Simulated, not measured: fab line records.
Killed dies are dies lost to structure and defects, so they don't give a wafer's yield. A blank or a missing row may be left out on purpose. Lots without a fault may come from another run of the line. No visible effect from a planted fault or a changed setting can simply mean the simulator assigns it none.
Matching of chambers :: flow gf180mcu :: rie_si-01 running GF_POLY_GATE_ETCH_13: 4 sister chambers
The step etches poly-Si in HBr/Cl2, stops on SiO2, target depth 198.5 nm, time 69.6 s. 20 wafers are shown with their chamber, then 10 later ones without.

== WAFERS WITH THEIR CHAMBER ==
wafer: L877.3
chamber: 1
drypump_motor_current_A (A): 5.7
oes_product_au (a.u.): 0.991
rf_fwd_power_W (W): 396.9

wafer: L877.4
chamber: 2
drypump_motor_current_A (A): 5.2
oes_product_au (a.u.): 1.001
rf_fwd_power_W (W): 396.6

wafer: L877.5
chamber: 0
drypump_motor_current_A (A): 4.9
oes_product_au (a.u.): 0.986
rf_fwd_power_W (W): 398.5

wafer: L881.3
chamber: 1
drypump_motor_current_A (A): 5.6
oes_product_au (a.u.): 0.992
rf_fwd_power_W (W): 396.8

wafer: L881.4
chamber: 2
drypump_motor_current_A (A): 5.2
oes_product_au (a.u.): 1.000
rf_fwd_power_W (W): 396.8

wafer: L881.6
chamber: 1
drypump_motor_current_A (A): 5.6
oes_product_au (a.u.): 0.983
rf_fwd_power_W (W): 394.0

wafer: L882.1
chamber: 2
drypump_motor_current_A (A): 5.2
oes_product_au (a.u.): 0.993
rf_fwd_power_W (W): 398.6

wafer: L882.5
chamber: 0
drypump_motor_current_A (A): 4.9
oes_product_au (a.u.): 0.989
rf_fwd_power_W (W): 396.5

wafer: L882.6
chamber: 3
drypump_motor_current_A (A): 5.8
oes_product_au (a.u.): 0.996
rf_fwd_power_W (W): 398.3

wafer: L888.1
chamber: 3
drypump_motor_current_A (A): 5.9
oes_product_au (a.u.): 0.983
rf_fwd_power_W (W): 397.4

wafer: L888.2
chamber: 2
drypump_motor_current_A (A): 5.2
oes_product_au (a.u.): 1.009
rf_fwd_power_W (W): 398.0

wafer: L888.6
chamber: 0
drypump_motor_current_A (A): 4.9
oes_product_au (a.u.): 0.980
rf_fwd_power_W (W): 396.8

wafer: L892.1
chamber: 0
drypump_motor_current_A (A): 4.9
oes_product_au (a.u.): 0.986
rf_fwd_power_W (W): 393.9

wafer: L892.2
chamber: 1
drypump_motor_current_A (A): 5.6
oes_product_au (a.u.): 0.996
rf_fwd_power_W (W): 395.2

wafer: L892.6
chamber: 1
drypump_motor_current_A (A): 5.6
oes_product_au (a.u.): 0.998
rf_fwd_power_W (W): 392.0

wafer: L893.2
chamber: 1
drypump_motor_current_A (A): 5.6
oes_product_au (a.u.): 0.992
rf_fwd_power_W (W): 397.8

wafer: L893.4
chamber: 2
drypump_motor_current_A (A): 5.2
oes_product_au (a.u.): 1.000
rf_fwd_power_W (W): 398.0

wafer: L893.5
chamber: 2
drypump_motor_current_A (A): 5.2
oes_product_au (a.u.): 0.983
rf_fwd_power_W (W): 397.7

wafer: L895.1
chamber: 0
drypump_motor_current_A (A): 4.9
oes_product_au (a.u.): 0.985
rf_fwd_power_W (W): 396.7

wafer: L895.2
chamber: 1
drypump_motor_current_A (A): 5.7
oes_product_au (a.u.): 0.996
rf_fwd_power_W (W): 397.0

SIGNATURES (averages over the wafers above)
reading: drypump_motor_current_A
chamber 0: 4.900
chamber 1: 5.629
chamber 2: 5.200
chamber 3: 5.850
scatter within a chamber: 0.0347

reading: oes_product_au
chamber 0: 0.98520
chamber 1: 0.99257
chamber 2: 0.99767
chamber 3: 0.98950
scatter within a chamber: 0.00643

reading: rf_fwd_power_W
chamber 0: 396.480
chamber 1: 395.671
chamber 2: 397.617
chamber 3: 397.850
scatter within a chamber: 1.58
Rule: for each reading, subtract the chamber's mean from the wafer's reading, divide by that reading's scatter and square the result; add these up over the readings and take the root, which gives the wafer's distance from the chamber. If the next closest chamber is less than 2 further off than the closest, the wafer can't be placed; otherwise it belongs to the closest. The scatter is the square root of a quotient: the sum, over the shown wafers, of each reading's squared deviation from its chamber's mean, divided by wafers minus chambers.

== WAFERS WHOSE CHAMBER IS MISSING ==
wafer: L895.6
drypump_motor_current_A (A): 5.9
oes_product_au (a.u.): 0.994
rf_fwd_power_W (W): 399.5

wafer: L896.2
drypump_motor_current_A (A): 5.9
oes_product_au (a.u.): 0.994
rf_fwd_power_W (W): 397.8

wafer: L896.3
drypump_motor_current_A (A): 5.7
oes_product_au (a.u.): 0.991
rf_fwd_power_W (W): 397.7

wafer: L896.6
drypump_motor_current_A (A): 5.6
oes_product_au (a.u.): 0.996
rf_fwd_power_W (W): 399.5

wafer: L897.3
drypump_motor_current_A (A): 5.2
oes_product_au (a.u.): 0.998
rf_fwd_power_W (W): 397.4

wafer: L897.5
drypump_motor_current_A (A): 5.8
oes_product_au (a.u.): 0.996
rf_fwd_power_W (W): 397.9

wafer: L897.6
drypump_motor_current_A (A): 5.2
oes_product_au (a.u.): 1.000
rf_fwd_power_W (W): 396.6

wafer: L898.1
drypump_motor_current_A (A): 5.6
oes_product_au (a.u.): 0.994
rf_fwd_power_W (W): 396.1

wafer: L898.4
drypump_motor_current_A (A): 5.6
oes_product_au (a.u.): 0.995
rf_fwd_power_W (W): 396.2

wafer: L898.5
drypump_motor_current_A (A): 5.9
oes_product_au (a.u.): 0.989
rf_fwd_power_W (W): 399.4

== WHICH CHAMBER EACH WENT THROUGH ==
wafer: L895.6
from the rows above: 3
in truth: 3

wafer: L896.2
from the rows above: 3
in truth: 3

wafer: L896.3
from the rows above: can't be placed: 1 or 3
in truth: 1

wafer: L896.6
from the rows above: 1
in truth: 1

wafer: L897.3
from the rows above: 2
in truth: 2

wafer: L897.5
from the rows above: 3
in truth: 3

wafer: L897.6
from the rows above: 2
in truth: 2

wafer: L898.1
from the rows above: 1
in truth: 1

wafer: L898.4
from the rows above: 1
in truth: 1

wafer: L898.5
from the rows above: 3
in truth: 3
Correctly placed: 9 of 10. Unplaceable from these rows: 1, with the true chamber sitting among the candidates in 1. Wrongly placed: 0.
